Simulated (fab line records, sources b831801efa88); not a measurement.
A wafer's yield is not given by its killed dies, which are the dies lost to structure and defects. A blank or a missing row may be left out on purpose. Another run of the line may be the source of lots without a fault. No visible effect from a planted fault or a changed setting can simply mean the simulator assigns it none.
fab line records :: flow sky130
record:
  lots: 6
  wafers: 18
  last_day: 49
route steps=708 shown METAL3@570 VIA3@573
lots that met no fault: from a run of the same line without faults
start_h: hours from the record's first day to the start of the lot's first wafer shown :: wait_h: time in hours since the lot's previous step :: " unchanged from the row above :: L1.1+2: one row covering several wafers at once :: - no value, or no start given :: * or withheld: withheld :: < > ~ a bound
route shown NAME@n: names a module that has steps shown in the file, with the first one's number in the route :: usual: mean/standard deviation of fault-free wafers :: same: alike in all rows :: chamber/n: place in a boat :: sites: the reading at each site :: _std_site: their standard deviation :: _edge_site: mean of outer sites minus mean of inner sites :: radius_mm: how far each site lies from the wafer's centre :: mask NAME#n: copy n :: behind: the last tool/chamber to shape the wafer :: hold: cause of the lot's hold/its duration in hours/its outcome :: device: which transistor (n, p or np) failed to switch :: end of line: tests run on the same wafers once the route is complete :: a step with no rows: only its recipe :: killed: not the wafer's yield, but the dies lost to structure and defects at the first sort :: map: shows each die of a wafer: x if killed, . if not, _ if none is there
set.NAME: the setting the step ran with; set.NAME@STEP: the setting that earlier step ran with :: model.NAME: the simulator's own value behind a step, which no gauge read
lots seen at some steps along the route; tables by step, rows by wafer
services: a tool's chamber out of use, with start hour (start_h, from the record's first day; less than 0 if before it), hours out, and reason
== steps ==
step: SKY_METAL3_STRIP_20
recipe:
  chemistry: post_etch_residue_remover
  time_s: 1200
  temp_c: 72.5
step: SKY_METAL3_CLEAN_21
recipe:
  chemistry: IPA
  time_s: 180
  temp_c: 25
step: SKY_METAL3_CLEAN_22
recipe:
  chemistry: O3/DIW
  dry: n2_spin
step: SKY_VIA3_HDPCVD_00
recipe:
  material: SiO2
  target_thk_nm: 1635
  sigma_open_frac: 0.3
  time_s: 272.5
  temp_c: 400
  sih4_flow_sccm: 60
  pressure_mtorr: 6
step: SKY_VIA3_THK_MEAS_01
recipe:
  reads: SiO2_of_VIA3_HDPCVD_00
usual:
  VIA3_HDPCVD_THK: 1640/17
lot.wafer: L286.2
tool: film_metro-01
chamber: -
start_h: 907.84
wait_h: 0.1
VIA3_HDPCVD_THK[nm]: 1612

lot.wafer: L286.4
tool: film_metro-01
chamber: -
start_h: 907.84
wait_h: 0.1
VIA3_HDPCVD_THK[nm]: 1633

lot.wafer: L286.5
tool: film_metro-01
chamber: -
start_h: 907.84
wait_h: 0.1
VIA3_HDPCVD_THK[nm]: 1631

lot.wafer: L293.1
tool: film_metro-04
chamber: -
start_h: 962.67
wait_h: 0.1
VIA3_HDPCVD_THK[nm]: 1618

lot.wafer: L293.3
tool: film_metro-04
chamber: -
start_h: 962.67
wait_h: 0.1
VIA3_HDPCVD_THK[nm]: 1625

lot.wafer: L293.4
tool: film_metro-04
chamber: -
start_h: 962.67
wait_h: 0.1
VIA3_HDPCVD_THK[nm]: 1631

lot.wafer: L299.1
tool: film_metro-01
chamber: -
start_h: 1013.02
wait_h: 0.1
VIA3_HDPCVD_THK[nm]: 1633

lot.wafer: L299.3
tool: film_metro-01
chamber: -
start_h: 1013.02
wait_h: 0.1
VIA3_HDPCVD_THK[nm]: 1646

lot.wafer: L299.6
tool: film_metro-01
chamber: -
start_h: 1013.02
wait_h: 0.1
VIA3_HDPCVD_THK[nm]: 1636

lot.wafer: L301.1
tool: film_metro-01
chamber: -
start_h: 1017.58
wait_h: 0.1
VIA3_HDPCVD_THK[nm]: 1636

lot.wafer: L301.3
tool: film_metro-01
chamber: -
start_h: 1017.58
wait_h: 0.1
VIA3_HDPCVD_THK[nm]: 1641

lot.wafer: L301.5
tool: film_metro-01
chamber: -
start_h: 1017.58
wait_h: 0.1
VIA3_HDPCVD_THK[nm]: 1650

lot.wafer: L304.1
tool: film_metro-04
chamber: -
start_h: 1034.92
wait_h: 0.1
VIA3_HDPCVD_THK[nm]: 1639

lot.wafer: L304.4
tool: film_metro-04
chamber: -
start_h: 1034.92
wait_h: 0.1
VIA3_HDPCVD_THK[nm]: 1653

lot.wafer: L304.6
tool: film_metro-04
chamber: -
start_h: 1034.92
wait_h: 0.1
VIA3_HDPCVD_THK[nm]: 1612

lot.wafer: L305.3
tool: film_metro-02
chamber: -
start_h: 1036.39
wait_h: 0.1
VIA3_HDPCVD_THK[nm]: 1617

lot.wafer: L305.4
tool: film_metro-02
chamber: -
start_h: 1036.39
wait_h: 0.1
VIA3_HDPCVD_THK[nm]: 1625

lot.wafer: L305.5
tool: film_metro-02
chamber: -
start_h: 1036.39
wait_h: 0.1
VIA3_HDPCVD_THK[nm]: 1606
step: SKY_VIA3_CMP_02
recipe:
  material: SiO2
  down_force_psi: 4
  platen_rpm: 60
  pad_velocity_m_s: 0.94248
usual:
  motor_current_A: 12.3/1.2
lot.wafer: L286.2
tool: cmp-01
chamber: 1
start_h: 907.94
wait_h: 0.1
motor_current_A: 12.0

lot.wafer: L286.4
tool: cmp-01
chamber: 2
start_h: 907.94
wait_h: 0.1
motor_current_A: 11.0

lot.wafer: L286.5
tool: cmp-01
chamber: 0
start_h: 907.94
wait_h: 0.1
motor_current_A: 11.0

lot.wafer: L293.3
tool: cmp-01
chamber: 3
start_h: 962.73
wait_h: 0.0
motor_current_A: 14.1

lot.wafer: L293.1
tool: cmp-01
chamber: 0
start_h: 962.73
wait_h: 0.0
motor_current_A: 11.0

lot.wafer: L293.4
tool: cmp-01
chamber: 1
start_h: 962.73
wait_h: 0.0
motor_current_A: 11.5

lot.wafer: L299.3
tool: cmp-02
chamber: 1
start_h: 1013.18
wait_h: 0.1
motor_current_A: 10.7

lot.wafer: L299.1
tool: cmp-02
chamber: 2
start_h: 1013.18
wait_h: 0.1
motor_current_A: 12.3

lot.wafer: L299.6
tool: cmp-02
chamber: 0
start_h: 1013.18
wait_h: 0.1
motor_current_A: 13.4

lot.wafer: L301.1
tool: cmp-01
chamber: 1
start_h: 1017.74
wait_h: 0.1
motor_current_A: 11.9

lot.wafer: L301.3
tool: cmp-01
chamber: 2
start_h: 1017.74
wait_h: 0.1
motor_current_A: 11.5

lot.wafer: L301.5
tool: cmp-01
chamber: 3
start_h: 1017.74
wait_h: 0.1
motor_current_A: 13.7

lot.wafer: L304.4
tool: cmp-01
chamber: 0
start_h: 1035.03
wait_h: 0.1
motor_current_A: 11.8

lot.wafer: L304.1
tool: cmp-01
chamber: 1
start_h: 1035.03
wait_h: 0.1
motor_current_A: 12.2

lot.wafer: L304.6
tool: cmp-01
chamber: 0
start_h: 1035.03
wait_h: 0.1
motor_current_A: 11.0

lot.wafer: L305.4
tool: cmp-02
chamber: 0
start_h: 1036.43
wait_h: 0.0
motor_current_A: 13.4

lot.wafer: L305.3
tool: cmp-02
chamber: 1
start_h: 1036.43
wait_h: 0.0
motor_current_A: 11.3

lot.wafer: L305.5
tool: cmp-02
chamber: 1
start_h: 1036.43
wait_h: 0.0
motor_current_A: 10.5
step: SKY_VIA3_BOW_MEAS_03
recipe:
  mode: bow
usual:
  VIA3_BOW: 79/8
lot.wafer: L286.2
tool: film_metro-04
chamber: -
start_h: 908.21
wait_h: 0.2
VIA3_BOW[um]: 79

lot.wafer: L286.4
tool: film_metro-04
chamber: -
start_h: 908.21
wait_h: 0.2
VIA3_BOW[um]: 79

lot.wafer: L286.5
tool: film_metro-04
chamber: -
start_h: 908.21
wait_h: 0.2
VIA3_BOW[um]: 82

lot.wafer: L293.1
tool: film_metro-01
chamber: -
start_h: 963.03
wait_h: 0.2
VIA3_BOW[um]: 73

lot.wafer: L293.3
tool: film_metro-01
chamber: -
start_h: 963.03
wait_h: 0.2
VIA3_BOW[um]: 72

lot.wafer: L293.4
tool: film_metro-01
chamber: -
start_h: 963.03
wait_h: 0.2
VIA3_BOW[um]: 79

lot.wafer: L299.1
tool: film_metro-01
chamber: -
start_h: 1013.38
wait_h: 0.1
VIA3_BOW[um]: 76

lot.wafer: L299.3
tool: film_metro-01
chamber: -
start_h: 1013.38
wait_h: 0.1
VIA3_BOW[um]: 83

lot.wafer: L299.6
tool: film_metro-01
chamber: -
start_h: 1013.38
wait_h: 0.1
VIA3_BOW[um]: 86

lot.wafer: L301.1
tool: film_metro-02
chamber: -
start_h: 1017.94
wait_h: 0.1
VIA3_BOW[um]: 92

lot.wafer: L301.3
tool: film_metro-02
chamber: -
start_h: 1017.94
wait_h: 0.1
VIA3_BOW[um]: 87

lot.wafer: L301.5
tool: film_metro-02
chamber: -
start_h: 1017.94
wait_h: 0.1
VIA3_BOW[um]: 77

lot.wafer: L304.1
tool: film_metro-04
chamber: -
start_h: 1035.28
wait_h: 0.1
VIA3_BOW[um]: 88

lot.wafer: L304.4
tool: film_metro-04
chamber: -
start_h: 1035.28
wait_h: 0.1
VIA3_BOW[um]: 85

lot.wafer: L304.6
tool: film_metro-04
chamber: -
start_h: 1035.28
wait_h: 0.1
VIA3_BOW[um]: 69

lot.wafer: L305.3
tool: film_metro-02
chamber: -
start_h: 1036.77
wait_h: 0.2
VIA3_BOW[um]: 70

lot.wafer: L305.4
tool: film_metro-02
chamber: -
start_h: 1036.77
wait_h: 0.2
VIA3_BOW[um]: 69

lot.wafer: L305.5
tool: film_metro-02
chamber: -
start_h: 1036.77
wait_h: 0.2
VIA3_BOW[um]: 80
step: SKY_VIA3_DEHYDRATE_04
recipe:
  temp_c: 200
  time_s: 60
step: SKY_VIA3_HMDS_05
recipe:
  prime_time_s: 60
  prime_temp_c: 120
step: SKY_VIA3_COAT_06
recipe:
  resist: BARC
  temp_c: withheld
  time_s: withheld
  spin_rpm: 3000
  resist_thk_nm: 60
step: SKY_VIA3_COAT_07
recipe:
  resist: KrF-thick
  spin_rpm: 3000
  resist_thk_nm: 450
step: SKY_VIA3_SOFTBAKE_08
recipe:
  temp_c: 100
  time_s: 90
  resist: KrF-thick
step: SKY_VIA3_EXPOSE_09
recipe:
  mask_id: VIM3
  na: 0.8
  source_shape: annular
  sigma_inner: 0.55
  sigma_outer: 0.85
  target_cd_nm: 200
  dose_mj: 38
usual:
  exposure_dose_mJ_cm2: 37.98/0.04
  focus_offset_nm: 0.1/0.48
  sigma_inner: 0.55/0
lot.wafer: L286.2
tool: krf_scanner-02
chamber: 0
start_h: 920.40
wait_h: -
mask: VIM3#0
exposure_dose_mJ_cm2: 37.99
focus_offset_nm: -0.5
sigma_inner: 0.55

lot.wafer: L286.4
tool: krf_scanner-02
chamber: 0
start_h: 920.40
wait_h: -
mask: VIM3#0
exposure_dose_mJ_cm2: 38.02
focus_offset_nm: 0.8
sigma_inner: 0.55

lot.wafer: L286.5
tool: krf_scanner-02
chamber: 0
start_h: 920.40
wait_h: -
mask: VIM3#0
exposure_dose_mJ_cm2: 37.97
focus_offset_nm: -0.1
sigma_inner: 0.55

lot.wafer: L293.1
tool: krf_scanner-01
chamber: 0
start_h: 973.96
wait_h: -
mask: VIM3#0
exposure_dose_mJ_cm2: 37.95
focus_offset_nm: -0.2
sigma_inner: 0.55

lot.wafer: L293.3
tool: krf_scanner-01
chamber: 0
start_h: 973.96
wait_h: -
mask: VIM3#0
exposure_dose_mJ_cm2: 38.00
focus_offset_nm: -0.7
sigma_inner: 0.55

lot.wafer: L293.4
tool: krf_scanner-01
chamber: 0
start_h: 973.96
wait_h: -
mask: VIM3#0
exposure_dose_mJ_cm2: 37.99
focus_offset_nm: -0.6
sigma_inner: 0.55

lot.wafer: L299.1
tool: krf_scanner-02
chamber: -
start_h: 1025.19
wait_h: -
mask: VIM3#0
exposure_dose_mJ_cm2: -
focus_offset_nm: -
sigma_inner: -

lot.wafer: L299.3
tool: krf_scanner-02
chamber: -
start_h: 1025.19
wait_h: -
mask: VIM3#0
exposure_dose_mJ_cm2: -
focus_offset_nm: -
sigma_inner: -

lot.wafer: L299.6
tool: krf_scanner-02
chamber: -
start_h: 1025.19
wait_h: -
mask: VIM3#0
exposure_dose_mJ_cm2: -
focus_offset_nm: -
sigma_inner: -

lot.wafer: L301.1
tool: krf_scanner-02
chamber: -
start_h: 1030.10
wait_h: -
mask: VIM3#0
exposure_dose_mJ_cm2: -
focus_offset_nm: -
sigma_inner: -

lot.wafer: L301.3
tool: krf_scanner-02
chamber: -
start_h: 1030.10
wait_h: -
mask: VIM3#0
exposure_dose_mJ_cm2: -
focus_offset_nm: -
sigma_inner: -

lot.wafer: L301.5
tool: krf_scanner-02
chamber: -
start_h: 1030.10
wait_h: -
mask: VIM3#0
exposure_dose_mJ_cm2: -
focus_offset_nm: -
sigma_inner: -

lot.wafer: L304.1
tool: krf_scanner-02
chamber: 0
start_h: 1046.41
wait_h: -
mask: VIM3#0
exposure_dose_mJ_cm2: 38.04
focus_offset_nm: 0.5
sigma_inner: 0.55

lot.wafer: L304.4
tool: krf_scanner-02
chamber: 0
start_h: 1046.41
wait_h: -
mask: VIM3#0
exposure_dose_mJ_cm2: 38.01
focus_offset_nm: 0.3
sigma_inner: 0.55

lot.wafer: L304.6
tool: krf_scanner-02
chamber: 0
start_h: 1046.41
wait_h: -
mask: VIM3#0
exposure_dose_mJ_cm2: 38.00
focus_offset_nm: -0.3
sigma_inner: 0.55

lot.wafer: L305.3
tool: krf_scanner-01
chamber: 0
start_h: 1048.45
wait_h: -
mask: VIM3#0
exposure_dose_mJ_cm2: 38.01
focus_offset_nm: 0.5
sigma_inner: 0.55

lot.wafer: L305.4
tool: krf_scanner-01
chamber: 0
start_h: 1048.45
wait_h: -
mask: VIM3#0
exposure_dose_mJ_cm2: 38.01
focus_offset_nm: 0.8
sigma_inner: 0.55

lot.wafer: L305.5
tool: krf_scanner-01
chamber: 0
start_h: 1048.45
wait_h: -
mask: VIM3#0
exposure_dose_mJ_cm2: 37.99
focus_offset_nm: 0.1
sigma_inner: 0.55
step: SKY_VIA3_PEB_10
recipe:
  peb_temp_c: withheld
  peb_time_s: withheld
  resist: KrF-thick
== services ==
tool: krf_scanner-02
chamber: -
start_h: 891.23
hours: 1.0
kind: pm

tool: krf_scanner-01
chamber: -
start_h: 899.74
hours: 4.0
kind: pm

tool: cmp-02
chamber: -
start_h: 906.50
hours: 1.9
kind: repair

tool: krf_scanner-02
chamber: -
start_h: 908.93
hours: 1.3
kind: pm

tool: cmp-01
chamber: -
start_h: 912.26
hours: 4.0
kind: pm

tool: cmp-01
chamber: -
start_h: 916.26
hours: -
kind: consumable_replace:conditioner

tool: cmp-01
chamber: -
start_h: 916.26
hours: -
kind: consumable_replace:pad

tool: krf_scanner-02
chamber: -
start_h: 925.33
hours: 2.4
kind: repair

tool: cmp-02
chamber: -
start_h: 937.66
hours: 2.5
kind: repair

tool: cmp-02
chamber: -
start_h: 953.00
hours: 2.0
kind: repair

tool: krf_scanner-01
chamber: -
start_h: 957.97
hours: 1.3
kind: pm

tool: krf_scanner-01
chamber: -
start_h: 962.89
hours: 1.6
kind: repair

tool: krf_scanner-01
chamber: -
start_h: 967.93
hours: 3.6
kind: pm

tool: krf_scanner-02
chamber: 0
start_h: 978.14
hours: -
kind: calibration

tool: krf_scanner-01
chamber: -
start_h: 987.53
hours: 0.8
kind: pm

tool: krf_scanner-01
chamber: -
start_h: 1030.36
hours: 4.4
kind: pm

tool: krf_scanner-01
chamber: 0
start_h: 1032.93
hours: -
kind: calibration
== key ==
first_sign:
  step: SKY_VIA3_EXPOSE_09
  reading: tool_record
  direction: missing
effect none on later readings
met_at SKY_VIA3_EXPOSE_09
struck_wafers L299.1,L299.3,L299.6,L301.1,L301.3,L301.5
later_rows_left_out L299.1,L299.3,L299.6,L301.1,L301.3,L301.5
sort_left_out L299.1,L299.3,L299.6,L301.1,L301.3,L301.5
onset_between 920.40 1025.19
fault:
  kind: skipped_step_whole
  tool: krf_scanner-02
  chamber: -
  onset_h: 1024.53
  steps: SKY_VIA3_EXPOSE_09
  scope: struck_lots_only
sort_left_out: the simulated sort isn't trusted on such a fault, so these wafers' sort isn't shown, and their yield isn't known
later_rows_left_out: the simulator's readings of these wafers behind a module that went badly wrong aren't trusted and aren't shown, but for the sort
